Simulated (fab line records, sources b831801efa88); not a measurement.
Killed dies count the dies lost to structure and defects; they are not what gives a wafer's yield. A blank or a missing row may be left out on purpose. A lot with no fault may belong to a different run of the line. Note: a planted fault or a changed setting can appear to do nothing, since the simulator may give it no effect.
The tool behind it: which one? / flow sky130 / Sampling: 11 lots, 33 wafers, 6 of 708 route steps

WHAT EACH GAUGE READ, for each wafer
SKY_SONOS_ONO_THK_MEAS_01.
lot=L142; measured=day 13 07:37; on=filmMetro-02; SONOS_ONO_OXIDATION_THK (nm)=2.68 2.62 2.67
lot=L144; measured=day 13 11:52; on=filmMetro-04; SONOS_ONO_OXIDATION_THK (nm)=2.71 2.72 2.73
lot=L145; measured=day 13 11:52; on=filmMetro-01; SONOS_ONO_OXIDATION_THK (nm)=2.62 2.62 2.61
lot=L146; measured=day 13 11:56; on=filmMetro-02; SONOS_ONO_OXIDATION_THK (nm)=2.62 2.63 2.65
lot=L147; measured=day 13 15:19; on=filmMetro-04; SONOS_ONO_OXIDATION_THK (nm)=2.65 2.58 2.64
lot=L149; measured=day 13 15:22; on=filmMetro-01; SONOS_ONO_OXIDATION_THK (nm)=2.73 2.65 2.68
lot=L150; measured=day 13 17:32; on=filmMetro-01; SONOS_ONO_OXIDATION_THK (nm)=2.63 2.62 2.57
lot=L157; measured=day 20 12:16; on=filmMetro-01; SONOS_ONO_OXIDATION_THK (nm)=2.61 2.61 2.61
lot=L156; measured=day 20 12:17; on=filmMetro-04; SONOS_ONO_OXIDATION_THK (nm)=2.63 2.64 2.53
lot=L159; measured=day 20 13:37; on=filmMetro-04; SONOS_ONO_OXIDATION_THK (nm)=2.67 2.64 2.63
lot=L161; measured=day 20 19:57; on=filmMetro-01; SONOS_ONO_OXIDATION_THK (nm)=2.68 2.65 2.67

SKY_SONOS_ONO_OVL_MEAS_14.
lot=L142; measured=day 14 16:00; on=overlay-02; SONOS_ONO_OVL (nm)=-2.5 -2.4 -2.0
lot=L144; measured=day 14 22:34; on=overlay-01; SONOS_ONO_OVL (nm)=-0.3 -0.8 -0.4
lot=L145; measured=day 14 22:26; on=overlay-02; SONOS_ONO_OVL (nm)=0.1 -3.1 0.3
lot=L146; measured=day 14 22:49; on=overlay-02; SONOS_ONO_OVL (nm)=-2.0 -1.7 -0.8
lot=L147; measured=day 15 00:23; on=overlay-01; SONOS_ONO_OVL (nm)=-0.8 -0.6 -1.3
lot=L149; measured=day 15 01:14; on=overlay-02; SONOS_ONO_OVL (nm)=-1.0 -1.6 -1.1
lot=L150; measured=day 15 02:53; on=overlay-01; SONOS_ONO_OVL (nm)=-0.8 -1.2 -2.1
lot=L157; measured=day 21 22:46; on=overlay-02; SONOS_ONO_OVL (nm)=-1.0 -2.3 -0.2
lot=L156; measured=day 21 22:21; on=overlay-02; SONOS_ONO_OVL (nm)=-0.4 -1.7 -3.2
lot=L159; measured=day 21 23:59; on=overlay-02; SONOS_ONO_OVL (nm)=-3.2 -2.3 -0.8
lot=L161; measured=day 22 08:47; on=overlay-01; SONOS_ONO_OVL (nm)=-2.1 -1.5 -1.8

SKY_GATE_OXIDE_THK_MEAS_02.
lot=L142; measured=day 14 18:40; on=filmMetro-01; GATE_OXIDE_OXIDATION_00_THK (nm)=10.56 10.59 10.62
lot=L144; measured=day 15 01:10; on=filmMetro-01; GATE_OXIDE_OXIDATION_00_THK (nm)=10.33 10.04 10.18
lot=L145; measured=day 15 00:13; on=filmMetro-02; GATE_OXIDE_OXIDATION_00_THK (nm)=10.21 10.38 10.26
lot=L146; measured=day 15 01:10; on=filmMetro-03; GATE_OXIDE_OXIDATION_00_THK (nm)=10.53 10.57 10.57
lot=L147; measured=day 15 03:08; on=filmMetro-02; GATE_OXIDE_OXIDATION_00_THK (nm)=10.36 10.41 10.56
lot=L149; measured=day 15 03:11; on=filmMetro-02; GATE_OXIDE_OXIDATION_00_THK (nm)=10.56 10.27 10.48
lot=L150; measured=day 15 06:03; on=filmMetro-01; GATE_OXIDE_OXIDATION_00_THK (nm)=10.78 10.54 10.58
lot=L157; measured=day 22 00:32; on=filmMetro-03; GATE_OXIDE_OXIDATION_00_THK (nm)=10.39 10.44 10.42
lot=L156; measured=day 22 00:07; on=filmMetro-01; GATE_OXIDE_OXIDATION_00_THK (nm)=10.59 10.39 10.52
lot=L159; measured=day 22 01:46; on=filmMetro-01; GATE_OXIDE_OXIDATION_00_THK (nm)=10.46 10.40 10.42
lot=L161; measured=day 22 10:47; on=filmMetro-03; GATE_OXIDE_OXIDATION_00_THK (nm)=10.45 10.51 10.46

SKY_LDD_N_TW_MEAS_17.
lot=L142; measured=day 20 03:25; on=filmMetro-02; LDD_N_TW=2611 2616 2617
lot=L144; measured=day 20 09:55; on=filmMetro-04; LDD_N_TW=2569 2557 2567
lot=L145; measured=day 20 10:44; on=filmMetro-02; LDD_N_TW=2609 2619 2600
lot=L146; measured=day 20 13:10; on=filmMetro-04; LDD_N_TW=2573 2553 2567
lot=L147; measured=day 20 13:24; on=filmMetro-02; LDD_N_TW=2611 2601 2616
lot=L149; measured=day 20 14:36; on=filmMetro-02; LDD_N_TW=2634 2602 2601
lot=L150; measured=day 20 18:52; on=filmMetro-01; LDD_N_TW=2527 2530 2532
lot=L157; measured=day 27 11:08; on=filmMetro-04; LDD_N_TW=2589 2582 2571
lot=L156; measured=day 27 09:15; on=filmMetro-01; LDD_N_TW=2846 2833 2830
lot=L159; measured=day 27 11:46; on=filmMetro-04; LDD_N_TW=2911 2900 2912
lot=L161; measured=day 27 20:08; on=filmMetro-01; LDD_N_TW=2845 2846 2854

WHAT TOOL EACH LOT RAN ON (gives the tool, then ch and the chambers of the sampled wafers, and finally the start)
lot=L142; SKY_LDD_N_IMPLANT_10=implanter-04 ch 0, day 20 02:26; SKY_LDD_N_STRIP_16=plasmaAsher-02 ch 0,1, day 20 03:18
lot=L144; SKY_LDD_N_IMPLANT_10=implanter-02 ch 0, day 20 08:55; SKY_LDD_N_STRIP_16=plasmaAsher-01 ch 0,1, day 20 09:49
lot=L145; SKY_LDD_N_IMPLANT_10=implanter-04 ch 0, day 20 09:44; SKY_LDD_N_STRIP_16=plasmaAsher-02 ch 0,1, day 20 10:38
lot=L146; SKY_LDD_N_IMPLANT_10=implanter-02 ch 0, day 20 12:11; SKY_LDD_N_STRIP_16=plasmaAsher-01 ch 0,1, day 20 13:04
lot=L147; SKY_LDD_N_IMPLANT_10=implanter-04 ch 0, day 20 12:24; SKY_LDD_N_STRIP_16=plasmaAsher-02 ch 0,1, day 20 13:18
lot=L149; SKY_LDD_N_IMPLANT_10=implanter-04 ch 0, day 20 13:36; SKY_LDD_N_STRIP_16=plasmaAsher-01 ch 0, day 20 14:30
lot=L150; SKY_LDD_N_IMPLANT_10=implanter-04 ch 0, day 20 17:53; SKY_LDD_N_STRIP_16=plasmaAsher-02 ch 0,1, day 20 18:45
lot=L157; SKY_LDD_N_IMPLANT_10=implanter-03 ch 0, day 27 10:08; SKY_LDD_N_STRIP_16=plasmaAsher-01 ch 0,1, day 27 11:02
lot=L156; SKY_LDD_N_IMPLANT_10=implanter-02 ch 0, day 27 08:17; SKY_LDD_N_STRIP_16=plasmaAsher-01 ch 0,1, day 27 09:10
lot=L159; SKY_LDD_N_IMPLANT_10=implanter-02 ch 0, day 27 10:46; SKY_LDD_N_STRIP_16=plasmaAsher-02 ch 1, day 27 11:40
lot=L161; SKY_LDD_N_IMPLANT_10=implanter-02 ch 0, day 27 19:08; SKY_LDD_N_STRIP_16=plasmaAsher-02 ch 0,1, day 27 20:02
- SKY_LDD_N_IMPLANT_10
- SKY_LDD_N_STRIP_16: strips in O2/N2.

AS READ BY THE TOOLS THEMSELVES (means over the sampled wafers that have a number; for cases with no such wafer, the mark the record gives instead)
SKY_LDD_N_IMPLANT_10.
lot=L142; tool=implanter-04; beamOnS (s)=9.94; doseIonsCm2=7.505e+13; faradayCurrentUA=424
lot=L144; tool=implanter-02; beamOnS (s)=9.86; doseIonsCm2=7.506e+13; faradayCurrentUA=428
lot=L145; tool=implanter-04; beamOnS (s)=9.86; doseIonsCm2=7.493e+13; faradayCurrentUA=428
lot=L146; tool=implanter-02; beamOnS (s)=9.97; doseIonsCm2=7.505e+13; faradayCurrentUA=425
lot=L147; tool=implanter-04; beamOnS (s)=9.98; doseIonsCm2=7.498e+13; faradayCurrentUA=424
lot=L149; tool=implanter-04; beamOnS (s)=9.85; doseIonsCm2=7.499e+13; faradayCurrentUA=428
lot=L150; tool=implanter-04; beamOnS (s)=9.87; doseIonsCm2=7.499e+13; faradayCurrentUA=428
lot=L157; tool=implanter-03; beamOnS (s)=10.03; doseIonsCm2=7.488e+13; faradayCurrentUA=422
lot=L156; tool=implanter-02; beamOnS (s)=44.81; doseIonsCm2=4.422e+14; faradayCurrentUA=555
lot=L159; tool=implanter-02; beamOnS (s)=45.05; doseIonsCm2=4.422e+14; faradayCurrentUA=553
lot=L161; tool=implanter-02; beamOnS (s)=45.52; doseIonsCm2=4.422e+14; faradayCurrentUA=547

SKY_LDD_N_STRIP_16.
lot=L142; tool=plasmaAsher-02; drypumpMotorCurrentA (A)=5.77; oesProductAu (a.u.)=0.403; stripTimeToEndpointS (s)=4.310
lot=L144; tool=plasmaAsher-01; drypumpMotorCurrentA (A)=5.82; oesProductAu (a.u.)=0.406; stripTimeToEndpointS (s)=4.316
lot=L145; tool=plasmaAsher-02; drypumpMotorCurrentA (A)=5.80; oesProductAu (a.u.)=0.405; stripTimeToEndpointS (s)=4.320
lot=L146; tool=plasmaAsher-01; drypumpMotorCurrentA (A)=5.88; oesProductAu (a.u.)=0.404; stripTimeToEndpointS (s)=4.317
lot=L147; tool=plasmaAsher-02; drypumpMotorCurrentA (A)=5.78; oesProductAu (a.u.)=0.411; stripTimeToEndpointS (s)=4.324
lot=L149; tool=plasmaAsher-01; drypumpMotorCurrentA (A)=5.91; oesProductAu (a.u.)=0.403; stripTimeToEndpointS (s)=4.326
lot=L150; tool=plasmaAsher-02; drypumpMotorCurrentA (A)=5.80; oesProductAu (a.u.)=0.409; stripTimeToEndpointS (s)=4.322
lot=L157; tool=plasmaAsher-01; drypumpMotorCurrentA (A)=5.87; oesProductAu (a.u.)=0.406; stripTimeToEndpointS (s)=4.305
lot=L156; tool=plasmaAsher-01; drypumpMotorCurrentA (A)=5.82; oesProductAu (a.u.)=0.401; stripTimeToEndpointS (s)=5.202
lot=L159; tool=plasmaAsher-02; drypumpMotorCurrentA (A)=5.78; oesProductAu (a.u.)=0.404; stripTimeToEndpointS (s)=5.208
lot=L161; tool=plasmaAsher-02; drypumpMotorCurrentA (A)=5.79; oesProductAu (a.u.)=0.403; stripTimeToEndpointS (s)=5.194

THE ANSWER, worked out from the rows above alone
Rule: the lots themselves supply what counts as usual. The widest of any qualifying gaps counts: lots, ordered by their means at a reading, are off when they make up no more than a third of the lots, leave a main group of 4 or more, and stand apart from it by 3 or more times the standard deviation of that group's means. Not used: any main group whose means are identical at the precision the tables above print for the reading. A lot without any number at a reading at which 4 lots or more have one is off too. Where the step has rows for the other lots, those lots are counted as sound. First the gauges in route order, then the tools' own readings, where a lot's mean is used as printed above. The first step at which some lot is off is used, and at that step the reading that is off furthest; a lot without a number counts as furthest.
Off: at SKY_LDD_N_TW_MEAS_17 (LDD_N_TW), L156, L159, L161. For the main group the mean is 2586 and the standard deviation 29.
If a tool, at a process step before that reading, ran all the lots that are off and no sound lot after the first of them, it fits. The gauges at SKY_LDD_N_TW_MEAS_17 aren't tried: what is off there is off at SKY_LDD_N_IMPLANT_10 too, on other tools, and a gauge's error can't cause that. One fits: implanter-02 at SKY_LDD_N_IMPLANT_10. Its last sound lot is L146 (day 20 12:11), its first lot that is off L156 (day 27 08:17): a fault that began between those two fits.
The tool's own readings at SKY_LDD_N_IMPLANT_10 bear it out: on the lots that are off they differ by more than 5 times the standard deviation of the sound lots' means. beamOnS reads 45.13 s there against 9.92 s on the sound lots; doseIonsCm2 reads 4.422e+14 there against 7.499e+13 on the sound lots; faradayCurrentUA reads 552 there against 426 on the sound lots.

WHAT WAS PUT IN BY THE SIMULATOR
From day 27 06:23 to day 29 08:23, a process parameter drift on implanter-02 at SKY_LDD_N_IMPLANT_10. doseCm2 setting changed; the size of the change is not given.
Struck lots among those shown: L156, L159, L161. Same finding as the rule above.
